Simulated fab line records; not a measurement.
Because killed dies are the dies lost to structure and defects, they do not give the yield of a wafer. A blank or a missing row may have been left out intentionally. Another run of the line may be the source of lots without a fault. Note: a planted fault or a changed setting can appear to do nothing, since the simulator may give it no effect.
A single fault, viewed from 2 desks ; flow sky130 ; every desk sees just its own numbers, and what lay behind them comes last

AT THE TOOL OWNER'S DESK: pvdSputter-02
The tool's own readings at SKY_LI_CONTACT_SPUTTER_19 (material Ti, target thk 20 nm, time 106.37 s): means of the sampled wafers that have a number, for each lot that ran on this tool. Marked OUT: a lot whose mean sits more than 4 standard deviations from the usual mean, which makes it out of limits; the brackets give that distance.
Columns: A = cathodeDcPowerW at SKY_LI_CONTACT_SPUTTER_19, usual 2500.0 W; B = throttleValvePct at SKY_LI_CONTACT_SPUTTER_19, usual 30.0 %
lot;first seen here;A;B
L823;day 31 18:31;2499.5;30.0
L826;day 32 05:01;2499.3;30.9
L827;day 33 04:30;2500.1;30.0
L839;day 36 00:50;2500.4;30.3
L840;day 36 10:27;2499.9;29.0
This desk found nothing out of limits on any of the 5 lots.

METROLOGY DESK
Lot by lot, what the gauges showed, no matter which tool ran the lot: averages of those sampled wafers that carry a number. Marked OUT: a lot whose mean sits more than 4 standard deviations from the usual mean, which makes it out of limits; the brackets give that distance.
Columns: A = cdNm at SKY_LI_CONTACT_CD_MEAS_12, usual 170.0 nm; B = LI_CONTACT_OVL at SKY_LI_CONTACT_OVL_MEAS_13, usual 1 nm
lot;first seen here;A;B
L819;day 29 14:51;169.1;2
L823;day 31 17:57;169.5;13
L826;day 32 04:26;168.9;1
L827;day 33 03:56;170.3;0
L839;day 36 00:17;169.7;7
L840;day 36 09:53;170.1;-7
L841;day 36 12:08;170.1;-2
This desk found nothing out of limits on any of the 7 lots.

ALL TOGETHER
The desk of the tool owner found nothing out of limits.
The metrology desk saw nothing out of limits.

WHAT WAS PUT IN BY THE SIMULATOR
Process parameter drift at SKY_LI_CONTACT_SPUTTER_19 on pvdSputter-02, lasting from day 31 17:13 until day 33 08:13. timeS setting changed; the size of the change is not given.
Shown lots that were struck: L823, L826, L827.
